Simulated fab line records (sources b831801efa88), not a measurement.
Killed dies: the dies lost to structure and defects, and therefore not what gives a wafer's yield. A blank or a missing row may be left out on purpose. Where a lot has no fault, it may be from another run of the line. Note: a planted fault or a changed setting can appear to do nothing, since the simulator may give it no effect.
Chamber matching + flow sfq line + cmp-01 running SFQ_TRILAYER_I7_CMP_CMP_184: 4 sister chambers
The step polishes SiO2. 8 wafers are shown with their chamber, then 7 later ones without.

WAFERS, EACH WITH ITS CHAMBER
| wafer  | chamber | motor current A (A) | head pressure psi (psi) |
|--------|---------|---------------------|-------------------------|
| L657.5 | 3       | 10.3                | 3.007                   |
| L660.1 | 3       | 10.2                | 2.998                   |
| L662.4 | 2       | 10.0                | 3.006                   |
| L662.5 | 0       | 8.6                 | 3.006                   |
| L662.6 | 1       | 9.1                 | 2.996                   |
| L664.3 | 0       | 8.1                 | 3.005                   |
| L664.5 | 2       | 9.2                 | 3.006                   |
| L664.6 | 1       | 9.1                 | 2.997                   |

WAFERS WHOSE CHAMBER IS MISSING
| wafer  | motor current A (A) | head pressure psi (psi) |
|--------|---------------------|-------------------------|
| L665.3 | 9.4                 | 2.998                   |
| L665.4 | 8.8                 | 2.985                   |
| L667.1 | 9.9                 | 3.017                   |
| L667.5 | 8.2                 | 2.990                   |
| L668.1 | 10.4                | 3.004                   |
| L668.4 | 8.9                 | 2.994                   |
| L668.5 | 10.3                | 3.010                   |

WHICH CHAMBER EACH ONE RAN IN
| wafer  | from the rows above          | in truth                   |
|--------|------------------------------|----------------------------|
| L665.3 | can't be placed: 1 or 2 or 3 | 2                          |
| L665.4 | 1                            | 1                          |
| L667.1 | can't be placed: 2 or 3      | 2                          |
| L667.5 | can't be placed: 1 or 0      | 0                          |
| L668.1 | can't be placed: 3 or 2      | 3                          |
| L668.4 | 1                            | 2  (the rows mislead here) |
| L668.5 | can't be placed: 3 or 2      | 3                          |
Correctly placed: 1 of 7. Unplaceable from these rows: 5, with the true chamber sitting among the candidates in 5. Number placed wrongly: 1.
How it was worked out, from the rows above alone: a wafer's distance from a chamber is the root of the sum, over the readings, of the square of ((its reading less the chamber's mean) divided by the reading's scatter). The wafer belongs to the nearest chamber; if the next one is less than 2 further off, it can't be placed. For every chamber, the mean is computed from those of its wafers that are shown. The scatter: the root of (the sum of the squares of (reading less its chamber's mean) over the shown wafers, divided by (wafers less chambers)).
